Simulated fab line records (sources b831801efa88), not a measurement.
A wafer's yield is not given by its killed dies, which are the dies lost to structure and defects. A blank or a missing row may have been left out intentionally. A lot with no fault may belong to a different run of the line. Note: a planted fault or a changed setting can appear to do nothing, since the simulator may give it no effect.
Comparing a struck lot with a sound one + flow sky130 + 17 out of 708 route steps
Sound: wafers L961.1, L961.3, L961.6. Wafers L962.2, L962.3, L962.4 were the ones struck. The cause is named last.
Each step with rows lists, per side, the tool, then ch with its chambers, then its first start. Under that, the readings that differ: sound wafers + struck wafers + difference of the means + sigmas: that difference in standard deviations of wafers without a fault.
alike: words and numbers the same on both sides, and readings whose means are apart by under 2 such deviations; not compared: readings that were withheld, readings missing a value for some wafer, numbers with overlapping values and no deviation given by the record, and bounds like >300 which may hide the same value.
Wherever a step has rows on one side only, a row that says differs or no value, or a row with sigmas, the two part there. When numbers do not overlap yet have no deviation, they are printed without sigmas and do not part them. A reading missing from all wafers of one side parts the sides only when that side holds two or more wafers.

SKY_VT_ADJUST_LVTN_OVL_MEAS_07:
  sound: overlay-02 at day 9 12:29; struck: overlay-01 at day 9 23:38
  alike: VT_ADJUST_LVTN_OVL
next, for these wafers, 1 step has no rows: SKY_VT_ADJUST_LVTN_IMPLANT_08.
SKY_VT_ADJUST_LVTN_STRIP_09: strips in O2/N2.
  sound on plasma-asher-03 ch 0,1, day 9 12:40; struck on plasma-asher-01 ch 0,1, day 9 23:49
  alike: chamber-pressure-mTorr, drypump-motor-current-A, oes-product-au, strip-time-to-endpoint-s
  not compared: rf-hours-counter-h
SKY_VT_ADJUST_LVTN_TW_MEAS_10:
  sound: film-metro-04 at day 9 12:46; struck: film-metro-01 at day 9 23:56
  alike: VT_ADJUST_LVTN_TW
then, 7 steps without rows for these wafers: SKY_VT_ADJUST_LVTN_DEHYDRATE_11 (time 60 s); SKY_VT_ADJUST_LVTN_HMDS_12 (prime time 60 s); SKY_VT_ADJUST_LVTN_COAT_13 (resist thk 1140 nm); SKY_VT_ADJUST_LVTN_SOFTBAKE_14 (time 60 s); SKY_VT_ADJUST_LVTN_EXPOSE_15 (exposes mask HVN STD DERIVED, target cd 600 nm); SKY_VT_ADJUST_LVTN_PEB_16; SKY_VT_ADJUST_LVTN_DEVELOP_17 (develop time 60 s).
SKY_VT_ADJUST_LVTN_OVL_MEAS_18:
  sound: overlay-01 at day 10 10:05; struck: overlay-01 at day 10 22:11
  alike: VT_ADJUST_LVTN_01_OVL
SKY_VT_ADJUST_LVTN_IMPLANT_19:
  sound on implanter-02 ch 0, day 10 10:07; struck on implanter-02 ch 0, day 10 22:15
| reading            | sound                        | struck                       | difference | sigmas      |
|--------------------|------------------------------|------------------------------|------------|-------------|
| dose-ions-cm2      | 6.49e+11 6.488e+11 6.493e+11 | 9.477e+11 9.478e+11 9.48e+11 | +2.988e+11 | +99 or more |
| faraday-current-uA | 3.77 3.71 3.69               | 5.29 5.39 5.42               | +1.64      | +22         |
SKY_VT_ADJUST_LVTN_STRIP_20: strips in O2/N2.
  sound on plasma-asher-03 ch 0,1, day 10 10:16; struck on plasma-asher-03 ch 0,1, day 10 22:22
  alike: chamber-pressure-mTorr, drypump-motor-current-A, oes-product-au, strip-time-to-endpoint-s
  not compared: rf-hours-counter-h
SKY_VT_ADJUST_LVTN_TW_MEAS_21:
  sound: film-metro-01 at day 10 10:22; struck: film-metro-01 at day 10 22:29
| reading             | sound             | struck            | difference | sigmas |
|---------------------|-------------------|-------------------|------------|--------|
| VT_ADJUST_LVTN_2_TW | 188.8 188.7 189.5 | 208.3 209.6 209.4 | +20.1      | +11    |
then, 1 step without rows for these wafers: SKY_VT_ADJUST_NCORE_DEHYDRATE_00 (time 60 s).
-- the record jumps here: 38 days lie between the struck wafers' starts before and after (it left off in module VT_ADJUST_NCORE and takes up again in module PAD_OPEN, whose first step shown is number 708 of the route) --
SKY_PAD_OPEN_PROBE_99:
  sound: prober-02 at day 48 06:58; struck: prober-01 at day 48 15:29
| reading                                    | sound                | struck               | difference | sigmas |
|--------------------------------------------|----------------------|----------------------|------------|--------|
| model.etest.res-pwell-under-gate.rs-ohm-sq | 2280 2268 2281       | 2214 2211 2224       | -60        |        |
| model.etest.tip_n_5v.rs-ohm-sq             | 1362 1358 1361       | 1396 1402 1401       | +39        |        |
| model.etest.nfet-g5v0d10v5.body-rise-v (V) | 0.6866 0.6891 0.6857 | 0.7278 0.7239 0.7149 | +0.0351    |        |
| model.etest.nfet_16v.body-rise-v (V)       | 0.6804 0.6825 0.6779 | 0.7202 0.7186 0.7105 | +0.0362    |        |
| model.etest.nfet-g5v0d10v5.vt-sat-v (V)    | 0.765 0.7832 0.7657  | 0.7994 0.798 0.7921  | +0.0252    |        |
  alike: killed_at_M0_to_M3, killed_at_M4_up, killed-at-contacts, killed-at-front-end, killed-at-other, killed-dies, killed-on-rim, killed-open, killed-short
  not compared: model.etest.nfet-g5v0d10v5.vt-v, model.etest.nfet_16v.vt-v, model.etest.nfet-g5v0d10v5.vt-long-v

WHERE THEY PART
Last at SKY_VT_ADJUST_LVTN_TW_MEAS_21 as far as this record goes, first at SKY_VT_ADJUST_LVTN_IMPLANT_19. Later steps at which nothing parts them and some readings are alike: SKY_PAD_OPEN_PROBE_99.

WHY: the cause the simulator had injected
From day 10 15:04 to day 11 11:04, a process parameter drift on implanter-02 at SKY_VT_ADJUST_LVTN_IMPLANT_19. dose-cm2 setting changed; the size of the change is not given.
